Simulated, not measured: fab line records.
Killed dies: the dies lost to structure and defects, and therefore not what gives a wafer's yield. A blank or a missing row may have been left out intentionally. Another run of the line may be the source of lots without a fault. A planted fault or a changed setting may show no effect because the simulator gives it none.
What tool caused it?	flow gf180mcu	13 lots, 39 wafers sampled, at 5 steps of a route of 602

== WHAT THE GAUGES READ, wafer by wafer ==
GF_V5_THK_MEAS_03.
lot	measured	on	V5_CVD_02_THK (nm)
L435	day 26 01:22	film_metro-01	1462 1474 1472
L436	day 26 19:10	film_metro-04	1429 1473 1490
L437	day 26 19:39	film_metro-02	1412 1443 1433
L438	day 27 02:29	film_metro-01	1451 1477 1465
L439	day 27 14:55	film_metro-02	1466 1498 1474
L440	day 28 02:37	film_metro-04	1418 1477 1455
L441	day 28 14:12	film_metro-02	1436 1453 1450
L442	day 28 17:52	film_metro-04	1456 1470 1465
L443	day 28 18:12	film_metro-04	1419 1433 1453
L451	day 31 02:20	film_metro-02	1443 1474 1477
L452	day 31 09:38	film_metro-01	1448 1458 1476
L453	day 31 15:53	film_metro-04	1457 1455 1450
L457	day 32 13:11	film_metro-01	1447 1428 1472

GF_V5_CD_MEAS_14 targets a cd of 260 nm.
lot	measured	on	cd_nm (nm)
L435	day 26 22:45	cd_sem-02	259.8 260.0 260.3
L436	day 27 14:44	cd_sem-02	260.2 259.7 259.7
L437	day 27 16:17	cd_sem-02	260.8 262.0 260.7
L438	day 27 22:50	cd_sem-01	260.9 260.9 260.8
L439	day 28 10:32	cd_sem-01	261.1 259.2 261.4
L440	day 28 21:57	cd_sem-01	258.8 259.7 259.2
L441	day 29 09:25	cd_sem-01	259.6 259.6 260.3
L442	day 29 13:06	cd_sem-02	258.8 259.9 258.7
L443	day 29 13:35	cd_sem-02	257.7 258.9 257.0
L451	day 31 20:10	cd_sem-02	258.2 258.2 258.4
L452	day 32 02:49	cd_sem-02	261.0 260.9 261.7
L453	day 32 09:23	cd_sem-01	260.3 260.4 260.1
L457	day 33 05:29	cd_sem-01	260.3 259.7 261.2

GF_TOP_METAL_RS_MEAS_05: uses a four-point probe to measure.
lot	measured	on	TOP_METAL_ALCU_RS (ohm/sq)
L435	day 27 00:30	film_metro-03	0.0326 0.0323 0.0324
L436	day 27 16:50	film_metro-01	0.0327 0.0321 0.0324
L437	day 27 18:03	film_metro-03	0.0328 0.0329 0.0330
L438	day 28 00:41	film_metro-02	0.0323 0.0328 0.0324
L439	day 28 12:18	film_metro-01	0.0330 0.0330 0.0328
L440	day 28 23:49	film_metro-02	0.0323 0.0324 0.0318
L441	day 29 11:34	film_metro-02	0.0326 0.0327 0.0327
L442	day 29 15:16	film_metro-01	0.0332 0.0330 0.0328
L443	day 29 15:28	film_metro-02	0.0325 0.0328 0.0329
L451	day 31 21:55	film_metro-02	0.0516 0.0525 0.0534 0.0516 0.0525 0.0534
L452	day 32 04:35	film_metro-01	0.0509 0.0514 0.0517 0.0508 0.0515 0.0517
L453	day 32 11:09	film_metro-01	0.0324 0.0325 0.0326
L457	day 33 07:14	film_metro-03	0.0324 0.0324 0.0323

== EACH LOT AND THE TOOL THAT RAN IT (in order: tool; ch and the chambers of the sampled wafers; start) ==
lot	GF_V5_STRIP_18	GF_TOP_METAL_SPUTTER_02
L435	plasma_asher-03 ch 0,1, day 26 23:03	pvd_sputter-03, day 27 00:22
L436	plasma_asher-04 ch 0,1, day 27 15:02	pvd_sputter-01, day 27 16:43
L437	plasma_asher-03 ch 0,1, day 27 16:36	pvd_sputter-04, day 27 17:58
L438	plasma_asher-01 ch 0,1, day 27 23:14	pvd_sputter-04, day 28 00:35
L439	plasma_asher-04 ch 0,1, day 28 10:51	pvd_sputter-04, day 28 12:13
L440	plasma_asher-04 ch 0,1, day 28 22:15	pvd_sputter-03, day 28 23:41
L441	plasma_asher-04 ch 0,1, day 29 09:43	pvd_sputter-03, day 29 11:29
L442	plasma_asher-03 ch 0,1, day 29 13:24	pvd_sputter-03, day 29 15:08
L443	plasma_asher-01 ch 0,1, day 29 13:54	pvd_sputter-01, day 29 15:23
L451	plasma_asher-03 ch 0,1, day 31 20:28	pvd_sputter-04, day 31 21:49
L452	plasma_asher-04 ch 0, day 32 03:06	pvd_sputter-04, day 32 04:28
L453	plasma_asher-01 ch 0,1, day 32 09:42	pvd_sputter-03, day 32 11:04
L457	plasma_asher-01 ch 1, day 33 05:46	pvd_sputter-01, day 33 07:07
- GF_V5_STRIP_18: strips in O2/N2.
- GF_TOP_METAL_SPUTTER_02: material AlCu, target thk 900 nm, time 47.82 s.

== AS READ BY THE TOOLS THEMSELVES (means over the sampled wafers that have a number; for cases with no such wafer, the mark the record gives instead) ==
GF_V5_STRIP_18.
lot	tool	drypump_motor_current_A (A)	heater_power_w (W)	oes_product_au (a.u.)
L435	plasma_asher-03	5.1	395	0.575
L436	plasma_asher-04	5.3	352	0.572
L437	plasma_asher-03	5.4	336	0.573
L438	plasma_asher-01	5.7	334	0.565
L439	plasma_asher-04	5.3	347	0.564
L440	plasma_asher-04	5.3	348	0.574
L441	plasma_asher-04	5.9	354	0.577
L442	plasma_asher-03	5.3	340	0.568
L443	plasma_asher-01	5.6	315	0.577
L451	plasma_asher-03	5.1	390	0.569
L452	plasma_asher-04	4.8	346	0.566
L453	plasma_asher-01	5.6	308	0.572
L457	plasma_asher-01	5.5	303	0.574

GF_TOP_METAL_SPUTTER_02.
lot	tool	throttle_valve_pct (%)
L435	pvd_sputter-03	29.9
L436	pvd_sputter-01	31.0
L437	pvd_sputter-04	28.9
L438	pvd_sputter-04	29.4
L439	pvd_sputter-04	29.1
L440	pvd_sputter-03	29.5
L441	pvd_sputter-03	30.4
L442	pvd_sputter-03	29.8
L443	pvd_sputter-01	30.2
L451	pvd_sputter-04	29.4
L452	pvd_sputter-04	29.5
L453	pvd_sputter-03	29.6
L457	pvd_sputter-01	30.3

== THE ANSWER, worked out from the rows above alone ==
Rule: usual is defined by the lots themselves. Put in order of their means at a reading, lots are off if they are a third of the lots or fewer, leave a main group of 4 or more, and stand apart from it by a gap of 3 or more times the standard deviation of the main group's means; of several such gaps the widest counts. If all means in a main group match to the digits the tables above print for the reading, that group is not used. Also off: a lot with no number at a reading for which 4 or more lots have one. All remaining lots with rows at the step are treated as sound. After the gauges, taken in route order, come the tools' own readings; for these a lot's mean is taken, as printed above. At the first step where some lot is off, the reading lying furthest off is the one used; lots without a number count as furthest.
Off: L451, L452, at GF_TOP_METAL_RS_MEAS_05 (TOP_METAL_ALCU_RS). Mean 0.0326 ohm/sq and standard deviation 0.00025 in the main group.
A tool fits if, at a process step before that reading, it ran every lot that is off, and no sound lot after the first of them. Those tools and the gauges at GF_TOP_METAL_RS_MEAS_05 are tried in the same way. One fits: pvd_sputter-04 at GF_TOP_METAL_SPUTTER_02. A fault onset in the window from L439 (day 28 12:13, its last sound lot) to L451 (day 31 21:49, its first lot off) fits.

== WHAT WAS PUT IN BY THE SIMULATOR ==
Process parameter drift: pvd_sputter-04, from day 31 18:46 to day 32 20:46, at GF_TOP_METAL_SPUTTER_02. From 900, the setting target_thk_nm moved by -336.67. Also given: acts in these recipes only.
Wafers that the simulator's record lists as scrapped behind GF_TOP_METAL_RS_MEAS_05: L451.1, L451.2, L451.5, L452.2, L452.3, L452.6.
Shown lots that were struck: L451, L452. The same result came from the rule above.
